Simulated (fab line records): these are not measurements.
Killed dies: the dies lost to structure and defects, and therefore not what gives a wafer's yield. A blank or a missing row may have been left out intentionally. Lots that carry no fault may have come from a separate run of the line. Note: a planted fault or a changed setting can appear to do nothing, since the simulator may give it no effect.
2 desks looking at one fault :: flow gf180mcu :: what lay behind the numbers comes last; until then each desk has only its own

THE TOOL OWNER'S DESK: litho track-03
The tool's own readings at GF_STI_SOFTBAKE_08 (time 61.87 s): means of the sampled wafers that have a number, for each lot that ran on this tool. If a lot's mean is further than 4 standard deviations from the usual mean, the lot is out of limits and carries the mark OUT (the distance appears in the brackets).
Columns: A = heater power total W at GF_STI_SOFTBAKE_08, usual 92.87 W; B = plate sensor t centre C at GF_STI_SOFTBAKE_08, usual 131.02 C; C = plate sensor t edge C at GF_STI_SOFTBAKE_08, usual 131.21 C
lot: L187
first seen here: day 2 02:51
A: 92.88
B: 131.01
C: 131.21

lot: L192
first seen here: day 3 02:28
A: 92.84
B: 131.02
C: 131.20

lot: L195
first seen here: day 3 16:44
A: 92.92
B: 131.02
C: 131.21

lot: L197
first seen here: day 4 03:22
A: 101.15 (+99 or more) OUT
B: 139.89 (+99 or more) OUT
C: 140.12 (+99 or more) OUT

lot: L199
first seen here: day 4 13:50
A: 101.22 (+99 or more) OUT
B: 139.88 (+99 or more) OUT
C: 140.12 (+99 or more) OUT

lot: L201
first seen here: day 5 01:11
A: 101.10 (+99 or more) OUT
B: 139.89 (+99 or more) OUT
C: 140.12 (+99 or more) OUT
This desk finds L197, L199, L201 out of limits, L197 being first, at day 4 03:22 (heater power total W at GF_STI_SOFTBAKE_08). In limits: L187, L192, L195.

METROLOGY DESK
Lot by lot, what the gauges showed, no matter which tool ran the lot: averages of those sampled wafers that carry a number. If a lot's mean is further than 4 standard deviations from the usual mean, the lot is out of limits and carries the mark OUT (the distance appears in the brackets).
Columns: A = cd nm at GF_STI_CD_MEAS_12, usual 220.1 nm; B = cd nm at GF_POLY_GATE_CD_MEAS_10, usual 279.8 nm; C = NSD_OVL at GF_NSD_OVL_MEAS_08, usual -0.2 nm
lot: L187
first seen here: day 2 08:36
A: 220.4
B: 278.8
C: -2.0

lot: L188
first seen here: day 2 12:25
A: 220.1
B: 281.9
C: 0.3

lot: L189
first seen here: day 2 18:33
A: 220.0
B: 279.8
C: -2.5

lot: L191
first seen here: day 3 03:29
A: 221.0
B: 279.9
C: 1.4

lot: L192
first seen here: day 3 09:19
A: 220.0
B: 281.0
C: 0.2

lot: L193
first seen here: day 3 14:56
A: 220.4
B: 279.2
C: -0.0

lot: L194
first seen here: day 3 18:17
A: 219.0
B: 280.0
C: -0.0

lot: L195
first seen here: day 3 23:29
A: 219.3
B: 280.4
C: -0.8

lot: L197
first seen here: day 4 10:43
A: 188.8 (-22) OUT
B: 279.7
C: 0.3

lot: L199
first seen here: day 4 20:50
A: 188.4 (-23) OUT
B: 279.8
C: -1.5

lot: L200
first seen here: day 5 03:17
A: 220.1
B: 279.9
C: -1.4

lot: L201
first seen here: day 5 08:20
A: 196.4 (-17) OUT
B: 280.0
C: 1.7

lot: L206
first seen here: day 6 08:32
A: 219.6
B: 278.9
C: 0.5
This desk finds L197, L199, L201 out of limits, L197 being first, at day 4 10:43 (cd nm at GF_STI_CD_MEAS_12). In limits: L187, L188, L189, L191, L192, L193, L194, L195, L200, L206.

BROUGHT TOGETHER
The tool owner's desk had the chance to raise an alarm at day 4 03:22 on L197, L199, L201.
L197, L199, L201 would have let the metrology desk raise an alarm at day 4 10:43.
The lots listed all ran GF_STI_SOFTBAKE_08 on litho track-03.

WHAT THE SIMULATOR HAD INSERTED
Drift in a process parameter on litho track-03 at GF_STI_SOFTBAKE_08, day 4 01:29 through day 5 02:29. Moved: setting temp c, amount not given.
Shown lots that were struck: L197, L199, L201.
Hours from the fault's start to each desk's first reading out of limits: the tool owner's desk, 2; the metrology desk, 9.
